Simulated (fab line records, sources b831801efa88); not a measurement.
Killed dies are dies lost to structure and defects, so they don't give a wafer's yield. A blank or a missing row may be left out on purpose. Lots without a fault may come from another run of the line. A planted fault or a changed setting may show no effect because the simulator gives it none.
Which tool did it? | flow gf180mcu | 14 lots, 42 wafers sampled, at 3 steps of a route of 602

WHAT THE GAUGES READ, wafer by wafer
GF_MIM_THK_MEAS_06.
lot  | measured     | on            | MIM_CVD_05_THK (nm)
L334 | day 24 19:53 | film_metro-04 | 41.3 41.3 42.1
L335 | day 25 06:26 | film_metro-02 | 41.8 42.0 42.3
L337 | day 25 07:44 | film_metro-02 | 41.9 41.5 42.4
L336 | day 25 11:28 | film_metro-03 | 41.9 41.5 42.9
L340 | day 26 17:53 | film_metro-03 | 42.0 41.9 41.6
L341 | day 26 20:34 | film_metro-03 | 41.7 42.5 42.3
L342 | day 27 11:43 | film_metro-03 | 41.9 41.9 42.3
L343 | day 27 18:08 | film_metro-04 | 41.9 42.2 42.6
L344 | day 27 23:22 | film_metro-04 | 40.8 42.1 41.9
L345 | day 28 08:22 | film_metro-04 | 41.8 41.8 41.9
L347 | day 29 01:20 | film_metro-03 | 42.2 42.3 42.3
L348 | day 29 15:13 | film_metro-03 | 42.0 42.5 42.7
L350 | day 30 04:20 | film_metro-03 | 41.3 41.0 41.6
L352 | day 30 13:08 | film_metro-03 | 41.5 42.6 42.4

WHICH TOOL RAN EACH LOT (tool, then ch and the chambers of the sampled wafers, then the start)
lot  | GF_V4_SPUTTER_22             | GF_MIM_SPUTTER_04
L334 | pvd_sputter-04, day 24 18:58 | pvd_sputter-03, day 24 19:47
L335 | pvd_sputter-04, day 25 05:26 | pvd_sputter-03, day 25 06:22
L337 | pvd_sputter-04, day 25 06:50 | pvd_sputter-03, day 25 07:38
L336 | pvd_sputter-04, day 25 10:34 | pvd_sputter-02, day 25 11:23
L340 | pvd_sputter-01, day 26 16:58 | pvd_sputter-03, day 26 17:48
L341 | pvd_sputter-04, day 26 19:40 | pvd_sputter-03, day 26 20:29
L342 | pvd_sputter-02, day 27 10:32 | pvd_sputter-04, day 27 11:38
L343 | pvd_sputter-04, day 27 17:13 | pvd_sputter-02, day 27 18:02
L344 | pvd_sputter-04, day 27 22:28 | pvd_sputter-03, day 27 23:17
L345 | pvd_sputter-01, day 28 07:29 | pvd_sputter-04, day 28 08:17
L347 | pvd_sputter-04, day 29 00:26 | pvd_sputter-02, day 29 01:14
L348 | pvd_sputter-01, day 29 14:19 | pvd_sputter-03, day 29 15:08
L350 | pvd_sputter-01, day 30 03:27 | pvd_sputter-02, day 30 04:16
L352 | pvd_sputter-01, day 30 12:14 | pvd_sputter-02, day 30 13:02
- GF_V4_SPUTTER_22: material TiN, target thk 10 nm, time 40 s.
- GF_MIM_SPUTTER_04: material TiN, target thk 50 nm, time 41.7 s.

WHAT THE TOOLS THEMSELVES READ (means of the sampled wafers that have a number; where no wafer has one, the mark that the record gives instead)
GF_V4_SPUTTER_22.
lot  | tool           | throttle_valve_pct (%)
L334 | pvd_sputter-04 | 28.8
L335 | pvd_sputter-04 | 28.9
L337 | pvd_sputter-04 | 28.8
L336 | pvd_sputter-04 | 28.9
L340 | pvd_sputter-01 | 30.4
L341 | pvd_sputter-04 | 29.4
L342 | pvd_sputter-02 | 29.6
L343 | pvd_sputter-04 | 29.4
L344 | pvd_sputter-04 | 29.2
L345 | pvd_sputter-01 | 28.7
L347 | pvd_sputter-04 | 28.7
L348 | pvd_sputter-01 | 30.2
L350 | pvd_sputter-01 | 30.5
L352 | pvd_sputter-01 | 29.3

GF_MIM_SPUTTER_04.
lot  | tool           | throttle_valve_pct (%)
L334 | pvd_sputter-03 | 29.9
L335 | pvd_sputter-03 | 29.1
L337 | pvd_sputter-03 | 29.8
L336 | pvd_sputter-02 | 30.4
L340 | pvd_sputter-03 | 29.3
L341 | pvd_sputter-03 | 29.6
L342 | pvd_sputter-04 | 29.1
L343 | pvd_sputter-02 | 31.4
L344 | pvd_sputter-03 | 29.9
L345 | pvd_sputter-04 | 28.9
L347 | pvd_sputter-02 | 30.4
L348 | pvd_sputter-03 | 29.1
L350 | pvd_sputter-02 | 30.2
L352 | pvd_sputter-02 | 30.0

THE ANSWER, worked out from the rows above alone
Rule: what is usual is taken from the lots themselves. Put in order of their means at a reading, lots are off if they are a third of the lots or fewer, leave a main group of 4 or more, and stand apart from it by a gap of 3 or more times the standard deviation of the main group's means; of several such gaps the widest counts. A main group whose means are all the same, to the digits that the tables above print for the reading, isn't used. A lot without any number at a reading at which 4 lots or more have one is off too. The other lots that the step has rows for count as sound. The gauges are gone through in route order, then the tools' own readings, and for those a lot's mean is taken as printed above. The first step at which some lot is off is used, and at that step the reading that is off furthest; a lot without a number counts as furthest.
No lot is off at any reading shown: from this, nothing can be told.

WHAT THE SIMULATOR HAD PUT IN
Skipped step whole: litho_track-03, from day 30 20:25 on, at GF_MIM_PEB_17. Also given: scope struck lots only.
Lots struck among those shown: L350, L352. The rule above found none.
